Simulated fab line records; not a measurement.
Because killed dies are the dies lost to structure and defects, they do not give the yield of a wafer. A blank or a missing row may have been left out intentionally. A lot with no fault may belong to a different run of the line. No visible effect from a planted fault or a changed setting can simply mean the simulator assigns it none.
fab line records	flow gf180mcu
record lots=12	wafers=36	last_day=34
route steps=602 shown NSD@244 CONTACT@310 V1@358 M3@424
lots untouched by any fault: they come from a run of this same line in which no faults occurred
start_h: hours from the record's first day to the start of the lot's first wafer shown	wait_h: hours elapsed since this lot's preceding step	" unchanged from the row above	L1.1+2: several wafers, shown together as one row	- either no value or no given start	* or withheld: withheld	< > ~ a bound
route shown NAME@n: a module of which the file shows steps, and the number in the route of the first	usual: average and standard deviation across the fault-free wafers	same: alike in all rows	chamber/n: place in a boat	sites: readings site by site	_std_site: how widely they spread, as a standard deviation	_edge_site: inner sites' mean taken away from outer sites' mean	radius_mm: for every site, how far away it sits from the centre of the wafer	mask NAME#n: copy n	behind: the last tool/chamber to shape the wafer	hold: reason for holding the lot/hours on hold/outcome of the hold	device: the n, p or np transistor that did not switch	end of line: the route-end tests of the same wafers	step lacking rows: just its recipe	killed: dies lost to structure and defects at the first sort, not the wafer's yield	map: shows each die of a wafer: x if killed, . if not, _ if none is there
set.NAME: the run value of the setting; set.NAME@STEP: its run value at that earlier step	model.NAME: the simulator's own value behind a step, which no gauge read
a sample of lots followed through the steps of the route, with each step as a table and each wafer as a row
services: a tool's chamber out of use, with start hour (start_h, from the record's first day; less than 0 if before it), hours out, and reason
## steps
# step GF_NSD_IMPLANT_09
# recipe species=As	energy_kev=60	dose_cm2=4e+15	tilt_deg=7
# usual beam_on_s=18.2/1.2	dose_ions_cm2=4e+15/4.3e+12
lot.wafer	tool	chamber	start_h	wait_h	beam_on_s	dose_ions_cm2
L722.3	implanter-03	0	303.32	0.1	19.7	3.998e+15
L722.5	"	0	"	"	19.6	3.999e+15
L722.6	"	0	"	"	20.2	3.999e+15
L723.2	implanter-02	0	314.88	0.0	17.2	4e+15
L723.4	"	0	"	"	17.2	4.001e+15
L723.6	"	0	"	"	17.4	3.997e+15
L724.1	implanter-04	0	316.96	0.0	17.1	3.995e+15
L724.4	"	0	"	"	17.5	3.99e+15
L724.6	"	0	"	"	16.5	3.993e+15
L731.1	implanter-04	0	378.65	0.0	27.6	6.595e+15
L731.3	"	0	"	"	28.4	6.59e+15
L731.6	"	0	"	"	28.9	6.592e+15
L733.2	implanter-03	0	398.10	0.0	19.7	3.995e+15
L733.4	"	0	"	"	19.2	3.997e+15
L733.5	"	0	"	"	19.3	4.002e+15
L734.2	implanter-04	0	403.39	0.0	28.7	6.594e+15
L734.3	"	0	"	"	27.6	6.59e+15
L734.4	"	0	"	"	28.5	6.594e+15
L737.2	implanter-03	0	433.23	0.0	19.6	3.994e+15
L737.3	"	0	"	"	20.4	4e+15
L737.5	"	0	"	"	20.1	4.006e+15
L739.1	implanter-02	0	444.21	0.0	16.9	3.999e+15
L739.4	"	0	"	"	17.0	4.005e+15
L739.6	"	0	"	"	17.1	4.003e+15
L741.1	implanter-03	0	464.85	0.0	19.8	4e+15
L741.4	"	0	"	"	19.9	3.987e+15
L741.6	"	0	"	"	19.1	3.99e+15
L742.2	implanter-02	0	471.63	0.0	17.4	4.006e+15
L742.4	"	0	"	"	17.5	4e+15
L742.6	"	0	"	"	17.7	3.996e+15
L743.2	implanter-04	0	478.43	0.0	17.2	3.999e+15
L743.3	"	0	"	"	17.3	3.999e+15
L743.4	"	0	"	"	17.5	3.999e+15
L744.1	implanter-02	0	486.91	0.0	16.9	4.006e+15
L744.2	"	0	"	"	17.9	4.011e+15
L744.6	"	0	"	"	16.6	4.007e+15
# step GF_NSD_STRIP_11
# recipe chemistry=O2/N2	power_w=1400	pressure_mtorr=1500	platen_temp_c=250	o2_flow_sccm=3000	n2_flow_sccm=300	overash_fraction=0.5
# usual drypump_motor_current_A=5.85/0.28	heater_power_w=326/31	n2_flow_sccm=300.1/0.92	oes_product_au=0.488/0.0043	strip_time_to_endpoint_s=22.94/0.037
# same overash_fraction=0.5
lot.wafer	tool	chamber	start_h	wait_h	drypump_motor_current_A	heater_power_w	n2_flow_sccm	oes_product_au	rf_hours_counter_h	strip_time_to_endpoint_s
L722.3	plasma_asher-02	1	303.60	0.1	6.04	350	300.1	0.491	-	22.90
L722.5	"	0	"	"	5.74	351	299.3	0.490	-	22.93
L722.6	"	1	"	"	6.02	353	299.2	0.486	-	22.94
L723.2	plasma_asher-03	0	315.15	0.1	6.24	284	300.4	0.483	56	22.95
L723.4	"	0	"	"	6.24	279	300.2	0.493	-	22.97
L723.6	"	1	"	"	5.42	308	301.7	0.484	-	22.98
L724.1	plasma_asher-04	0	317.26	0.1	5.97	369	298.6	0.486	20	22.91
L724.4	"	1	"	"	5.72	324	301.5	0.489	-	22.94
L724.6	"	1	"	"	5.71	321	299.7	0.487	-	22.95
L731.1	plasma_asher-02	1	378.95	0.1	5.97	357	299.7	0.478	70	23.92
L731.3	"	0	"	"	5.75	350	298.8	0.481	-	23.92
L731.6	"	1	"	"	6.00	356	299.5	0.479	-	23.95
L733.2	plasma_asher-03	1	398.37	0.1	5.44	305	299.6	0.490	65	22.93
L733.4	"	1	"	"	5.44	298	299.2	0.483	-	22.91
L733.5	"	1	"	"	5.44	298	300.8	0.494	-	22.87
L734.2	plasma_asher-04	1	403.66	0.1	5.72	324	299.4	0.468	28	23.95
L734.3	"	0	"	"	5.99	361	300.3	0.479	-	23.95
L734.4	"	1	"	"	5.73	328	299.6	0.480	-	23.94
L737.2	plasma_asher-02	0	433.50	0.1	5.75	360	298.6	0.499	0	22.94
L737.3	"	1	"	"	6.00	361	299.5	0.484	-	22.92
L737.5	"	1	"	"	6.03	358	299.3	0.490	-	22.96
L739.1	plasma_asher-03	1	444.51	0.1	5.46	301	300.3	0.486	69	22.95
L739.4	"	1	"	"	5.46	304	300.8	0.484	-	22.96
L739.6	"	0	"	"	6.24	287	299.9	0.494	-	22.96
L741.1	plasma_asher-03	1	465.15	0.1	5.43	313	298.7	0.487	72	23.00
L741.4	"	1	"	"	5.45	307	299.2	0.492	-	22.97
L741.6	"	1	"	"	5.42	302	300.2	0.493	-	22.98
L742.2	plasma_asher-02	0	471.90	0.1	5.71	348	300.2	0.490	4	22.87
L742.4	"	1	"	"	6.04	353	299.5	0.496	-	22.91
L742.6	"	0	"	"	5.74	345	301.5	0.490	-	22.95
L743.2	plasma_asher-03	1	478.71	0.1	5.41	306	300.4	0.490	73	22.89
L743.3	"	1	"	"	5.43	306	301.5	0.484	-	22.89
L743.4	"	0	"	"	6.23	286	298.5	0.490	-	22.91
L744.1	plasma_asher-04	1	487.21	0.1	5.71	327	301.6	0.486	38	22.97
L744.2	"	0	"	"	5.99	363	301.8	0.490	38	23.00
L744.6	"	0	"	"	6.00	362	300.4	0.493	-	22.95
# step GF_PSD_RS_MEAS_14
# recipe thk_meas_gauge=four-point-probe
# usual NSD_RS=46.54/0.089
lot.wafer	tool	chamber	start_h	wait_h	NSD_RS[ohm/sq]
L722.3	film_metro-02	-	324.90	0.1	46.49
L722.5	"	-	"	"	46.50
L722.6	"	-	"	"	46.52
L723.2	film_metro-02	-	336.91	0.1	46.36
L723.4	"	-	"	"	46.50
L723.6	"	-	"	"	46.45
L724.1	film_metro-04	-	337.96	0.1	46.43
L724.4	"	-	"	"	46.47
L724.6	"	-	"	"	46.46
L731.1	film_metro-04	-	402.26	0.1	44.77
L731.3	"	-	"	"	44.79
L731.6	"	-	"	"	44.68
L733.2	film_metro-04	-	422.56	0.1	46.52
L733.4	"	-	"	"	46.38
L733.5	"	-	"	"	46.53
L734.2	film_metro-01	-	427.97	0.1	44.67
L734.3	"	-	"	"	44.60
L734.4	"	-	"	"	44.79
L737.2	film_metro-02	-	458.31	0.1	46.55
L737.3	"	-	"	"	46.48
L737.5	"	-	"	"	46.47
L739.1	film_metro-02	-	468.60	0.1	46.52
L739.4	"	-	"	"	46.55
L739.6	"	-	"	"	46.46
L741.1	film_metro-01	-	489.26	0.1	46.44
L741.4	"	-	"	"	46.49
L741.6	"	-	"	"	46.57
L742.2	film_metro-01	-	495.72	0.1	46.54
L742.4	"	-	"	"	46.62
L742.6	"	-	"	"	46.52
L743.2	film_metro-04	-	503.09	0.1	46.68
L743.3	"	-	"	"	46.59
L743.4	"	-	"	"	46.71
L744.1	film_metro-02	-	511.45	0.1	46.47
L744.2	"	-	"	"	46.57
L744.6	"	-	"	"	46.50
# step GF_CONTACT_SPUTTER_23
# recipe material=TiN	target_thk_nm=10	chamber_pressure_pa=4.79	power_w=4000	time_s=40
# usual chamber_pressure_pa=4.789/0.0091	throttle_valve_pct=30.5/0.76
# same time_s=40
lot.wafer	tool	chamber	start_h	wait_h	chamber_pressure_pa	throttle_valve_pct
L722.3	pvd_sputter-02	-	369.93	0.0	4.794	32.0
L722.5	"	-	"	"	4.787	30.3
L722.6	"	-	"	"	4.793	31.7
L723.2	pvd_sputter-01	-	382.69	0.0	4.797	30.4
L723.4	"	-	"	"	4.802	31.1
L723.6	"	-	"	"	4.811	30.5
L724.1	pvd_sputter-02	-	383.98	0.0	4.791	29.1
L724.4	"	-	"	"	4.776	32.0
L724.6	"	-	"	"	4.799	30.4
L731.1	pvd_sputter-01	-	452.64	0.0	4.807	30.7
L731.3	"	-	"	"	4.774	30.4
L731.6	"	-	"	"	4.804	31.0
L733.2	pvd_sputter-02	-	473.42	0.0	4.785	31.8
L733.4	"	-	"	"	4.780	29.2
L733.5	"	-	"	"	4.795	31.8
L734.2	pvd_sputter-01	-	478.08	0.0	4.786	30.2
L734.3	"	-	"	"	4.809	30.8
L734.4	"	-	"	"	4.794	30.8
L737.2	pvd_sputter-02	-	509.19	0.0	4.801	29.1
L737.3	"	-	"	"	4.780	30.5
L737.5	"	-	"	"	4.797	31.6
L739.1	pvd_sputter-03	-	517.83	0.0	4.782	30.8
L739.4	"	-	"	"	4.791	30.3
L739.6	"	-	"	"	4.780	30.5
L741.1	pvd_sputter-02	-	537.51	0.0	4.786	29.2
L741.4	"	-	"	"	4.802	30.1
L741.6	"	-	"	"	4.786	31.9
L742.2	pvd_sputter-01	-	543.91	0.0	4.788	30.5
L742.4	"	-	"	"	4.783	30.5
L742.6	"	-	"	"	4.773	30.8
L743.2	pvd_sputter-02	-	551.43	0.0	4.785	29.0
L743.3	"	-	"	"	4.783	32.1
L743.4	"	-	"	"	4.786	30.3
L744.1	pvd_sputter-02	-	559.48	0.0	4.782	30.7
L744.2	"	-	"	"	4.788	30.5
L744.6	"	-	"	"	4.787	30.3
# step GF_V1_CVD_23
# recipe material=W	target_thk_nm=350	time_s=105.05	temp_c=400	pressure_torr=40
# usual heater_power_w=760/42
# same time_s=105.05
lot.wafer	tool	chamber	start_h	wait_h	heater_power_w
L722.3	cvd_w-02	1	418.57	0.1	700
L722.5	"	1	"	"	714
L722.6	"	0	"	"	818
L723.2	cvd_w-02	0	432.56	0.0	803
L723.4	"	0	"	"	794
L723.6	"	0	"	"	806
L724.1	cvd_w-01	1	434.22	0.0	774
L724.4	"	1	"	"	772
L724.6	"	0	"	"	755
L731.1	cvd_w-02	1	504.08	0.0	698
L731.3	"	0	"	"	818
L731.6	"	1	"	"	711
L733.2	cvd_w-01	0	523.31	0.0	758
L733.4	"	0	"	"	762
L733.5	"	0	"	"	765
L734.2	cvd_w-02	0	527.98	0.0	825
L734.3	"	1	"	"	688
L734.4	"	0	"	"	816
L737.2	cvd_w-02	1	557.90	0.0	707
L737.3	"	0	"	"	796
L737.5	"	1	"	"	718
L739.1	cvd_w-02	0	565.74	0.0	816
L739.4	"	0	"	"	810
L739.6	"	0	"	"	801
L741.1	cvd_w-02	0	584.19	0.0	799
L741.4	"	0	"	"	811
L741.6	"	0	"	"	796
L742.2	cvd_w-01	0	591.32	0.1	758
L742.4	"	0	"	"	771
L742.6	"	0	"	"	770
L743.2	cvd_w-01	0	599.47	0.0	742
L743.3	"	0	"	"	775
L743.4	"	1	"	"	786
L744.1	cvd_w-01	0	605.20	0.0	775
L744.2	"	1	"	"	774
L744.6	"	0	"	"	767
# step GF_M3_OVL_MEAS_15
# usual M3_OVL=-6/5.4
lot.wafer	tool	chamber	start_h	wait_h	M3_OVL[nm]
L722.3	overlay-01	-	493.89	0.1	-1
L722.5	"	-	"	"	-5
L722.6	"	-	"	"	5
L723.2	overlay-02	-	509.93	0.1	-1
L723.4	"	-	"	"	-6
L723.6	"	-	"	"	4
L724.1	overlay-01	-	511.32	0.1	-1
L724.4	"	-	"	"	-1
L724.6	"	-	"	"	1
L731.1	overlay-01	-	576.26	0.1	-4
L731.3	"	-	"	"	-8
L731.6	"	-	"	"	-5
L733.2	overlay-02	-	593.37	0.1	3
L733.4	"	-	"	"	1
L733.5	"	-	"	"	-1
L734.2	overlay-01	-	599.10	0.1	-6
L734.3	"	-	"	"	-9
L734.4	"	-	"	"	-8
L737.2	overlay-01	-	625.38	0.1	-8
L737.3	"	-	"	"	-4
L737.5	"	-	"	"	-4
L739.1	overlay-01	-	635.45	0.1	-8
L739.4	"	-	"	"	-6
L739.6	"	-	"	"	-11
L741.1	overlay-02	-	663.66	0.1	-8
L741.4	"	-	"	"	-12
L741.6	"	-	"	"	-2
L742.2	overlay-01	-	666.43	0.1	-11
L742.4	"	-	"	"	-1
L742.6	"	-	"	"	-12
L743.2	overlay-01	-	671.60	0.1	-9
L743.3	"	-	"	"	-3
L743.4	"	-	"	"	-10
L744.1	overlay-02	-	675.67	0.1	-10
L744.2	"	-	"	"	-8
L744.6	"	-	"	"	-5
## services
tool	chamber	start_h	hours	kind
implanter-03	-	288.85	2.2	repair
cvd_w-02	-	293.07	2.8	pm
implanter-02	-	324.10	3.4	repair
implanter-04	-	327.28	2.7	repair
cvd_w-01	-	328.88	0.8	repair
plasma_asher-02	-	330.86	5.4	repair
implanter-03	-	359.98	4.3	repair
cvd_w-01	-	390.00	14.0	pm
implanter-03	-	393.74	0.7	repair
plasma_asher-02	-	393.82	14.6	pm
plasma_asher-02	-	415.10	5.1	repair
plasma_asher-02	-	421.25	9.0	pm
plasma_asher-03	-	426.30	14.6	pm
cvd_w-01	-	449.62	2.8	pm
pvd_sputter-02	-	466.35	2.1	repair
cvd_w-02	-	468.56	1.1	repair
cvd_w-01	-	470.42	6.9	pm
cvd_w-01	1	490.07	13.3	repair
cvd_w-01	-	501.19	1.0	repair
pvd_sputter-02	-	514.93	9.7	repair
pvd_sputter-02	-	543.77	2.3	repair
cvd_w-02	-	550.83	0.8	repair
cvd_w-01	1	576.76	18.9	repair
cvd_w-01	-	592.18	2.6	repair
## key
first_sign step=GF_NSD_IMPLANT_09	reading=dose_ions_cm2	direction=up	sigmas=99+	usual=4e+15	struck=6.593e+15
effect step=GF_NSD_IMPLANT_09	reading=beam_on_s	direction=up	sigmas=8.3	usual=18.2	struck=28.3
effect step=GF_NSD_STRIP_11	reading=strip_time_to_endpoint_s	direction=up	sigmas=27	usual=*	struck=*
effect step=GF_PSD_RS_MEAS_14	reading=NSD_RS	direction=down	sigmas=20	usual=46.54	struck=44.72
met_at GF_NSD_IMPLANT_09
struck_lots L731,L734
tester_left_out L731,L734
not_acting_at GF_CONTACT_SPUTTER_23,GF_V1_CVD_23,GF_M3_OVL_MEAS_15
onset_between 316.96 378.65
fault kind=process_parameter_drift	tool=implanter-04	chamber=-	onset_h=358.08	steps=GF_NSD_IMPLANT_09	channel=dose_cm2	offset=2.592e+15	shape=step	end_h=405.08	acts_in=these_recipes_only	stated=4e+15
# tester_left_out: of these lots the tester's yield and bins aren't shown, on N5 and GAA mostly nor the transistor test; their killed dies are dies lost to structure and defects alone, not to doping, threshold or leakage, so they don't give the yield
